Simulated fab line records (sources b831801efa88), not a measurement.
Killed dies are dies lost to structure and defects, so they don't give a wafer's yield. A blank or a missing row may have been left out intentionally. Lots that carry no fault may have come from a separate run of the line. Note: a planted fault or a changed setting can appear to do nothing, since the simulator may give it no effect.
Matching of chambers || flow gf180mcu || pecvd-02 running GF_SAB_CVD_00: 3 sister chambers
The step deposits SiO2 from TEOS, target thk 50 nm, time 4.9302 s. 3 wafers are shown with their chamber, then 7 later ones without.

## WAFERS, EACH WITH ITS CHAMBER
{"wafer": "L156.6", "chamber": 0, "heater_power_w (W)": 688}
{"wafer": "L165.3", "chamber": 2, "heater_power_w (W)": 604}
{"wafer": "L165.5", "chamber": 1, "heater_power_w (W)": 683}

## WAFERS MISSING THEIR CHAMBER
{"wafer": "L165.6", "heater_power_w (W)": 605}
{"wafer": "L168.3", "heater_power_w (W)": 701}
{"wafer": "L168.4", "heater_power_w (W)": 699}
{"wafer": "L168.6", "heater_power_w (W)": 661}
{"wafer": "L170.1", "heater_power_w (W)": 683}
{"wafer": "L170.4", "heater_power_w (W)": 500}
{"wafer": "L170.5", "heater_power_w (W)": 796}

## WHICH CHAMBER EACH ONE RAN IN
{"wafer": "L165.6", "from the rows above": "can't be placed: 2 or 1 or 0", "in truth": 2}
{"wafer": "L168.3", "from the rows above": "can't be placed: 0 or 1 or 2", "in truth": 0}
{"wafer": "L168.4", "from the rows above": "can't be placed: 0 or 1 or 2", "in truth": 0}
{"wafer": "L168.6", "from the rows above": "can't be placed: 1 or 0 or 2", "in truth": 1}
{"wafer": "L170.1", "from the rows above": "can't be placed: 1 or 0 or 2", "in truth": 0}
{"wafer": "L170.4", "from the rows above": "can't be placed: 2 or 1 or 0", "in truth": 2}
{"wafer": "L170.5", "from the rows above": "can't be placed: 0 or 1 or 2", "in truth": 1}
0 of 7 placed correctly. Can't be placed from these rows: 7 (the true chamber is among the candidates in 7). 0 placed wrongly.
How it was worked out, from the rows above alone: a wafer's distance from a chamber is the root of the sum, over the readings, of the square of ((its reading less the chamber's mean) divided by the reading's scatter). If the next closest chamber is less than 2 further off than the closest, the wafer can't be placed; otherwise it belongs to the closest. For every chamber, the mean is computed from those of its wafers that are shown. The scatter (one wafer shown for each chamber): square how far every hidden wafer sits from the nearest shown wafer, average those squares and take the square root.
